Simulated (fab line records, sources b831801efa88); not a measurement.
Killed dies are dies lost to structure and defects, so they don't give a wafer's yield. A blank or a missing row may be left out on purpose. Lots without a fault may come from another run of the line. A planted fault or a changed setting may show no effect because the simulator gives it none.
Problem report in the 8D (eight disciplines) form, filled by code | flow sfq_line | the parts of the form that need people (team, actions taken, sign-off) are left out

1. THE PROBLEM
oes_product_au at SFQ_TRILAYER_R5_ETCH_METAL_ETCH_139 reads a mean of 0.829 a.u. on 1 wafer of 1 lot; wafers without a fault read 0.992 a.u. with a standard deviation of 0.0056. That is -29 standard deviations from the usual mean.
The step: etches the open film in Cl2, stops on SiO2, target depth 60 nm, time 40 s.
First seen on wafer L399.1, day 61 11:52, on rie_metal-03. The record holds 14 wafers of 5 lots with a number at this step. Rule for "out", or "out of limits": more than 4 standard deviations from the usual mean. The other wafers with a number count as sound.

2. WHAT IT IS AND WHAT IT IS NOT
question                    | is                | is not
which readings at this step | oes_product_au    | chamber_pressure_mTorr, drypump_motor_current_A
which lots                  | L399              | L394, L396, L410, L411
which wafers of those lots  | L399.1            | L399.5
read on which tools         | rie_metal-03      | rie_metal-01, rie_metal-02
when                        | from day 61 11:52 | up to then (7 sound wafers); but 6 sound wafers of L410, L411 came after

3. SUSPECTS, AND WHAT RULES EACH OUT
Counting: a tool at a process step up to the reading stays a suspect if it ran every lot that is out. Sound lots after the first of them don't rule it out here, since some wafers of a struck lot are sound.
- pvd_sputter-03 at SFQ_TRILAYER_R5_DEP_SPUTTER_133 (material MoNx, target thk 40 nm, time 66.7 s): kept. It ran the lot that is out, L399 (day 61 09:16); its last sound lot up to then is L396 (day 59 15:34).
- rie_metal-03 at SFQ_TRILAYER_R5_ETCH_METAL_ETCH_139 (etches the open film in Cl2, stops on SiO2, target depth 60 nm, time 40 s): kept. It ran the lot that is out, L399 (day 61 11:52); its last sound lot up to then is L396 (day 59 18:26). Its own readings are out on those wafers: oes_product_au.
Left after counting: pvd_sputter-03 at SFQ_TRILAYER_R5_DEP_SPUTTER_133, rie_metal-03 at SFQ_TRILAYER_R5_ETCH_METAL_ETCH_139.

4. THE CAUSE (what the simulator had put in)
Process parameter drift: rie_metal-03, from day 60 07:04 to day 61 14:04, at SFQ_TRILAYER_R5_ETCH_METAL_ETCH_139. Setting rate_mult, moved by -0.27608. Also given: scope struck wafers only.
Counting left 2 suspects, and this tool is among them.

5. THE CHAIN OF EFFECTS, in route order
Each row: a reading whose mean over the struck wafers that have a number lies more than 3 standard deviations from the usual. Only readings for which the record gives a usual standard deviation are gone through. hours: the time from each lot's start at the first step in this table that gives one to its start at this step, as a median over the lots. sigmas: the change in usual standard deviations.
hours | step                                | reading        | usual      | on struck wafers | change | sigmas
0     | SFQ_TRILAYER_R5_ETCH_METAL_ETCH_139 | oes_product_au | 0.992 a.u. | 0.829            | -0.163 | -29
The process steps in it:
- SFQ_TRILAYER_R5_ETCH_METAL_ETCH_139: etches the open film in Cl2, stops on SiO2, target depth 60 nm, time 40 s.
Later measuring or inspecting steps at which every struck wafer that the step has a row for has a number for every such reading, and none has moved that far: SFQ_I5_OVL_MEAS_936, SFQ_C5_OVL_MEAS_937, SFQ_M6_RS_MEAS_938, SFQ_M8_BOW_MEAS_951.

6. WHAT WOULD HAVE CAUGHT IT SOONER
In this record the first reading out of limits was taken at day 61 11:52, 29 hours after the fault began at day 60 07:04.
